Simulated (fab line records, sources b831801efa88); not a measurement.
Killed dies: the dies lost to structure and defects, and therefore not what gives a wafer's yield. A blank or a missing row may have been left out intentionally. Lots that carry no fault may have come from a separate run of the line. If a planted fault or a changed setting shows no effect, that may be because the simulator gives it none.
Struck lot and sound lot, side by side	flow sky130	18 steps out of a route of 708
Sound: the wafers L492.3, L492.4, L492.5. Wafers struck: L505.1, L505.3, L505.4. Last of all comes the cause.
At each step with rows: each side's tool, then ch and its chambers, then its first start. Under that, the readings that differ: sound wafers	struck wafers	difference of the means	sigmas: that difference in standard deviations of wafers without a fault.
alike: readings with means less than 2 such deviations apart, plus words and numbers identical on both sides. not compared: withheld readings, readings lacking a value on some wafer, bounds such as >300 that could conceal the same value, and numbers that have no deviation in the record and whose values overlap.
A row with sigmas, a row that says differs or no value, or rows on one side alone: a step with any of these is where the two part. Numbers that don't overlap but have no deviation are shown without sigmas and don't part them. Lack of a reading on every wafer of one side parts them only where that side has two or more wafers.

first, 2 steps without rows for these wafers: SKY_METAL2_CLEAN_23 (cleans in O3/DIW); SKY_VIA2_HDPCVD_00 (deposits SiO2, target thk 1180 nm, time 196.7 s).
SKY_VIA2_THK_MEAS_01:
  sound on film metro-01 at day 35 13:19; struck on film metro-01 at day 40 18:01
  alike: VIA2_HDPCVD_THK
SKY_VIA2_CMP_02: polishes SiO2.
  sound on cmp-01 ch 0,1, day 35 13:25; struck on cmp-02 ch 0,1,2, day 40 18:04
  alike: motor current A
SKY_VIA2_BOW_MEAS_03:
  sound on film metro-01 at day 35 13:42; struck on film metro-04 at day 40 18:22
  alike: VIA2_BOW
then, 7 steps without rows for these wafers: SKY_VIA2_DEHYDRATE_04 (time 60 s); SKY_VIA2_HMDS_05 (prime time 60 s); SKY_VIA2_COAT_06 (resist thk 60 nm); SKY_VIA2_COAT_07 (resist thk 458.6 nm); SKY_VIA2_SOFTBAKE_08 (time 90 s); SKY_VIA2_EXPOSE_09 (exposes mask VIM2, target cd 200 nm); SKY_VIA2_PEB_10.
SKY_VIA2_DEVELOP_11: develop time 60 s.
  sound on litho track-03 ch 0, day 36 14:00; struck on litho track-01 ch 0, day 41 17:00
reading	sound	struck	difference	sigmas
model.VIA2.cd nm (nm)	201.3 202.1 201.6	198.1 199.1 198.8	-3.0	
SKY_VIA2_CD_MEAS_12: the cd target is 200 nm.
  sound on cd sem-02 at day 36 15:03; struck on cd sem-01 at day 41 17:31
reading	sound	struck	difference	sigmas
cd nm (nm)	201.0 202.1 201.4	198.0 198.9 198.7	-3.0	-2
SKY_VIA2_OVL_MEAS_13:
  sound on overlay-02 at day 36 15:08; struck on overlay-01 at day 41 17:38
  alike: VIA2_OVL
SKY_VIA2_ETCH_14: etches BARC in N2/H2, stops on SiO2, time 45.9 s, target depth 60 nm.
  sound on rie diel-03 ch 1,2,3, day 36 15:10; struck on rie diel-04 ch 0,1,3, day 41 17:40
reading	sound	struck	difference	sigmas
model.VIA2.cd nm (nm)	201.1 202.1 200.7	198.1 199.2 198.9	-2.6	
  alike: drypump motor current A, h2 flow sccm, oes product au, throttle valve pct
  not compared: rf hours counter h
SKY_VIA2_ETCH_15: etches SiO2 in C4F8/O2/Ar, stops on TiN, target depth 546 nm, time 84 s.
  sound on rie diel-03 ch 1,2,3, day 36 15:13; struck on rie diel-04 ch 0,1,3, day 41 17:43
  alike: oes product au
  not compared: rf hours counter h
SKY_PAD_OPEN_PROBE_99:
  the record holds rows for the sound wafers here (prober-02, day 46 01:16) but none for the struck ones

WHERE THEY PART
Earliest at SKY_VIA2_CD_MEAS_12; latest, in this record, at SKY_PAD_OPEN_PROBE_99.

WHY: what had been put in by the simulator
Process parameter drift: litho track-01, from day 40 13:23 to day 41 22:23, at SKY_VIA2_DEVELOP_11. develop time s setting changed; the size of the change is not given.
